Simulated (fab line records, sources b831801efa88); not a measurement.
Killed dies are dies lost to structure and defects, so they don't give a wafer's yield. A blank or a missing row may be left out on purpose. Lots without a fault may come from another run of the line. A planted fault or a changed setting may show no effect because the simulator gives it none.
One fault seen from 2 desks | flow gf180mcu | each desk has only its own numbers; what lay behind them comes last

THE TOOL OWNER'S DESK: rie_si-01
The tool's own readings at GF_STI_ETCH_14 (etches Si in HBr/Cl2/O2, target depth 360 nm, time 102.9 s): means of the sampled wafers that have a number, for each lot that ran on this tool. A lot is out of limits, marked OUT, if its mean lies more than 4 standard deviations from the usual mean; the brackets give that distance.
Columns: A = bias_w at GF_STI_ETCH_14, usual 150.0 W; B = drypump_motor_current_A at GF_STI_ETCH_14, usual 5.7 A; C = he_backside_leak_sccm at GF_STI_ETCH_14, usual 2.71 sccm; D = oes_product_au at GF_STI_ETCH_14, usual 1.001 a.u.; E = throttle_valve_pct at GF_STI_ETCH_14, usual 25.656 %
lot  | first seen here | A     | B   | C    | D     | E
L618 | day 2 16:45     | 150.5 | 5.4 | 2.63 | 0.996 | 25.665
L622 | day 3 13:09     | 148.5 | 5.8 | 2.51 | 0.997 | 25.665
L624 | day 4 04:32     | 149.0 | 5.3 | 2.63 | 1.007 | 25.649
L638 | day 6 23:44     | 149.9 | 5.8 | 2.70 | 0.998 | 25.651
This desk's finding: nothing out of limits on any of the 4 lots.

THE METROLOGY DESK
What the gauges read, lot by lot, whatever tool the lot ran on: means of the sampled wafers that have a number. A lot is out of limits, marked OUT, if its mean lies more than 4 standard deviations from the usual mean; the brackets give that distance.
Columns: A = LVPWELL_OVL at GF_LVPWELL_OVL_MEAS_07, usual -0.4 nm; B = MVPSD_OVL at GF_MVPSD_OVL_MEAS_07, usual 0.0 nm
lot  | first seen here | A    | B
L615 | day 3 20:38     | -0.7 | -0.1
L618 | day 4 13:08     | -1.3 | 0.7
L621 | day 5 05:28     | -0.6 | -1.1
L622 | day 5 09:23     | -2.4 | -0.4
L624 | day 6 02:50     | 1.3  | -0.8
L627 | day 6 18:18     | -1.2 | 0.4
L628 | day 6 23:48     | 0.2  | 0.3
L629 | day 7 03:41     | 1.0  | 0.9
L630 | day 7 10:01     | 0.2  | 0.5
L634 | day 8 07:35     | -1.3 | 0.1
L635 | day 8 11:57     | 0.7  | 1.3
L637 | day 8 22:16     | 0.1  | 0.7
L638 | day 9 07:19     | -0.4 | 0.1
This desk's finding: nothing out of limits on any of the 13 lots.

PUT TOGETHER
The tool owner's desk saw nothing out of limits.
The metrology desk saw nothing out of limits.

WHAT THE SIMULATOR HAD PUT IN
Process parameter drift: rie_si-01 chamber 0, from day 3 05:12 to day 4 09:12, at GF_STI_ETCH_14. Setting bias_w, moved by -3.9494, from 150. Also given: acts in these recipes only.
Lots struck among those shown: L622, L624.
